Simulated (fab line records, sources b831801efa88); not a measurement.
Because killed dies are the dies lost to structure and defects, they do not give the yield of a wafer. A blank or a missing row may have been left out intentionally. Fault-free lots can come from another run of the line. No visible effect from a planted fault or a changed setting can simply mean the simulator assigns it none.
Which of the tools did it? | flow gf180mcu | 15 lots with 45 wafers sampled at 5 steps, on a route of 602 steps

## WHAT EACH GAUGE READ, for each wafer
GF_VT_IMPLANT_OVL_MEAS_29. Usual: VT_IMPLANT_02_OVL typically reads 1.2 nm, with standard deviation 1.3.
lot  | measured     | on         | VT_IMPLANT_02_OVL (nm)              | flag
L615 | day 6 23:19  | overlay-02 | 1.6 0.4 2.2                         |
L616 | day 7 02:44  | overlay-01 | 0.6 2.3 1.6                         |
L617 | day 7 08:47  | overlay-02 | 0.7 1.4 2.1                         |
L619 | day 7 22:10  | overlay-01 | 1.8 0.9 2.8                         |
L621 | day 8 11:58  | overlay-01 | 0.1 -0.8 1.9                        |
L622 | day 8 17:05  | overlay-01 | 2.6 1.8 0.7                         |
L623 | day 9 02:11  | overlay-01 | 0.6 -0.3 3.1                        |
L624 | day 9 07:13  | overlay-02 | 1.2 0.2 1.0                         |
L625 | day 9 15:32  | overlay-01 | 2.0 1.8 4.0                         |
L626 | day 9 20:29  | overlay-02 | 265.9 265.7 265.6 264.2 263.8 264.1 | OFF
L627 | day 10 02:10 | overlay-02 | 267.4 267.7 266.2 265.5 265.9 265.0 | OFF
L628 | day 10 08:58 | overlay-02 | -0.6 0.3 1.4                        |
L629 | day 10 17:58 | overlay-01 | 265.8 265.9 265.8 263.9 264.4 263.8 | OFF
L630 | day 10 22:05 | overlay-01 | 262.6 263.2 263.8 261.2 261.9 262.1 | OFF
L637 | day 12 23:13 | overlay-01 | 0.4 1.4 2.5                         |

GF_V1_THK_MEAS_01. Usual: V1_CVD_00_THK typically reads 601 nm, with standard deviation 6.2.
lot  | measured     | on            | V1_CVD_00_THK (nm) | flag
L615 | day 17 04:41 | film_metro-01 | 600 602 595        |
L616 | day 17 09:38 | film_metro-02 | 597 599 601        |
L617 | day 17 18:06 | film_metro-03 | 594 595 605        |
L619 | day 18 14:17 | film_metro-01 | 602 599 603        |
L621 | day 19 14:56 | film_metro-01 | 590 599 599        |
L622 | day 19 17:36 | film_metro-01 | 611 602 598        |
L623 | day 20 07:47 | film_metro-02 | 601 605 602        |
L624 | day 20 17:18 | film_metro-01 | 592 598 590        |
L625 | day 20 23:17 | film_metro-03 | 598 594 600        |
L628 | day 21 20:41 | film_metro-01 | 602 601 600        |
L637 | day 25 02:26 | film_metro-03 | 605 602 604        |

## EACH LOT AND THE TOOL THAT RAN IT (in order: tool; ch and the chambers of the sampled wafers; start)
lot  | GF_VT_IMPLANT_EXPOSE_26             | GF_HV_LDD_STRIP_10                   | GF_CONTACT_ETCH_16
L615 | iline_stepper-02 ch 0, day 6 15:41  | plasma_asher-04 ch 0,1, day 10 01:54 | rie_diel-01 ch 0,2,3, day 16 04:02
L616 | iline_stepper-01 ch 0, day 6 19:08  | plasma_asher-01 ch 0, day 10 07:57   | rie_diel-01 ch 0,1, day 16 08:04
L617 | iline_stepper-01 ch 0, day 7 01:16  | plasma_asher-01 ch 0,1, day 10 12:19 | rie_diel-01 ch 2,3, day 16 16:56
L619 | iline_stepper-01 ch 0, day 7 14:14  | plasma_asher-03 ch 0,1, day 11 04:12 | rie_diel-04 ch 0,2,3, day 17 12:53
L621 | iline_stepper-01 ch 0, day 8 04:01  | plasma_asher-04 ch 0,1, day 11 19:50 | rie_diel-04 ch 0,2, day 18 07:52
L622 | iline_stepper-02 ch 0, day 8 09:35  | plasma_asher-04 ch 0,1, day 11 23:13 | rie_diel-02 ch 0,1,2, day 18 14:56
L623 | iline_stepper-02 ch 0, day 8 17:41  | plasma_asher-04 ch 0,1, day 12 13:22 | rie_diel-02 ch 0,2,3, day 19 05:07
L624 | iline_stepper-01 ch 0, day 8 23:34  | plasma_asher-04 ch 0,1, day 12 17:20 | rie_diel-04 ch 0,1,3, day 19 14:20
L625 | iline_stepper-02 ch 0, day 9 07:22  | plasma_asher-03 ch 0,1, day 13 02:43 | rie_diel-01 ch 1,2, day 19 20:20
L626 | iline_stepper-02 ch 0, day 9 12:14  | -                                    | -
L627 | iline_stepper-02 ch 0, day 9 17:57  | -                                    | -
L628 | iline_stepper-01 ch 0, day 10 00:08 | plasma_asher-04 ch 0,1, day 13 21:37 | rie_diel-02 ch 0,1,3, day 20 18:04
L629 | iline_stepper-02 ch 0, day 10 08:59 | -                                    | -
L630 | iline_stepper-02 ch 0, day 10 13:17 | -                                    | -
L637 | iline_stepper-01 ch 0, day 12 13:32 | plasma_asher-01 ch 1, day 16 21:20   | rie_diel-02 ch 1,2,3, day 24 01:49
- GF_VT_IMPLANT_EXPOSE_26: exposes mask LVPWELL HV AREA, target cd 860 nm.
- GF_HV_LDD_STRIP_10: strips in O2/N2.
- GF_CONTACT_ETCH_16: etches BARC in N2/H2.

## WHAT THE TOOLS THEMSELVES READ (means of the sampled wafers that have a number; where no wafer has one, the mark that the record gives instead)
GF_HV_LDD_STRIP_10. Usual: drypump_motor_current_A 5.8 A, standard deviation 0.38; heater_power_w 331 W, standard deviation 22; oes_product_au 0.715 a.u., standard deviation 0.0046; strip_time_to_endpoint_s 12.63 s, standard deviation 0.032.
lot  | tool            | drypump_motor_current_A (A) | heater_power_w (W) | oes_product_au (a.u.) | strip_time_to_endpoint_s (s) | flag
L615 | plasma_asher-04 | 5.9                         | 341                | 0.719                 | 12.64                        |
L616 | plasma_asher-01 | 5.5                         | 302                | 0.715                 | 12.64                        |
L617 | plasma_asher-01 | 5.9                         | 323                | 0.717                 | 12.64                        |
L619 | plasma_asher-03 | 5.9                         | 362                | 0.716                 | 12.61                        |
L621 | plasma_asher-04 | 5.6                         | 333                | 0.714                 | 12.64                        |
L622 | plasma_asher-04 | 6.0                         | 339                | 0.713                 | 12.62                        |
L623 | plasma_asher-04 | 5.9                         | 337                | 0.712                 | 12.65                        |
L624 | plasma_asher-04 | 6.0                         | 339                | 0.712                 | 12.65                        |
L625 | plasma_asher-03 | 5.9                         | 351                | 0.715                 | 12.62                        |
L628 | plasma_asher-04 | 5.9                         | 345                | 0.715                 | 12.57                        |
L637 | plasma_asher-01 | 6.0                         | 332                | 0.714                 | 12.64                        |

GF_CONTACT_ETCH_16. Usual: drypump_motor_current_A 5.8 A, standard deviation 0.53; oes_product_au 0.855 a.u., standard deviation 0.005; throttle_valve_pct 13.225 %, standard deviation 0.0094.
lot  | tool        | drypump_motor_current_A (A) | oes_product_au (a.u.) | throttle_valve_pct (%) | flag
L615 | rie_diel-01 | 6.1                         | 0.853                 | 13.232                 |
L616 | rie_diel-01 | 6.0                         | 0.861                 | 13.221                 |
L617 | rie_diel-01 | 6.4                         | 0.855                 | 13.215                 |
L619 | rie_diel-04 | 5.4                         | 0.856                 | 13.229                 |
L621 | rie_diel-04 | 5.5                         | 0.857                 | 13.224                 |
L622 | rie_diel-02 | 5.7                         | 0.857                 | 13.233                 |
L623 | rie_diel-02 | 5.5                         | 0.855                 | 13.230                 |
L624 | rie_diel-04 | 5.6                         | 0.854                 | 13.214                 |
L625 | rie_diel-01 | 6.3                         | 0.855                 | 13.225                 |
L628 | rie_diel-02 | 5.7                         | 0.855                 | 13.231                 |
L637 | rie_diel-02 | 5.8                         | 0.853                 | 13.231                 |

## THE ANSWER, worked out from the rows above alone
Rule: a lot is off if the mean of its wafers that have a number lies more than 3 standard deviations from the usual mean. Also off: a lot with no number at a reading for which 4 or more lots have one. Any other lot the step has rows for is counted as sound. After the gauges, taken in route order, come the tools' own readings; for these a lot's mean is taken, as printed above. At the first step where some lot is off, the reading lying furthest off is the one used; lots without a number count as furthest.
Off: at GF_VT_IMPLANT_OVL_MEAS_29 (VT_IMPLANT_02_OVL), L626, L627, L629, L630.
A tool fits if, at a process step before that reading, it ran every lot that is off, and no sound lot after the first of them. Gauges at GF_VT_IMPLANT_OVL_MEAS_29: tried the same way as those tools. One fits: iline_stepper-02 at GF_VT_IMPLANT_EXPOSE_26. A fault onset in the window from L625 (day 9 07:22, its last sound lot) to L626 (day 9 12:14, its first lot off) fits.

## WHAT WAS PUT IN BY THE SIMULATOR
Scanner matching overlay: iline_stepper-02, from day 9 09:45 on, at GF_VT_IMPLANT_EXPOSE_26. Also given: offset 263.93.
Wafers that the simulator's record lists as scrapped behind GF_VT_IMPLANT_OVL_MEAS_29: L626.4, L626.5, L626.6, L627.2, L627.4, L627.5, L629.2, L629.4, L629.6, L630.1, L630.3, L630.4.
Lots struck among those shown: L626, L627, L629, L630. This agrees with what the rule above found.
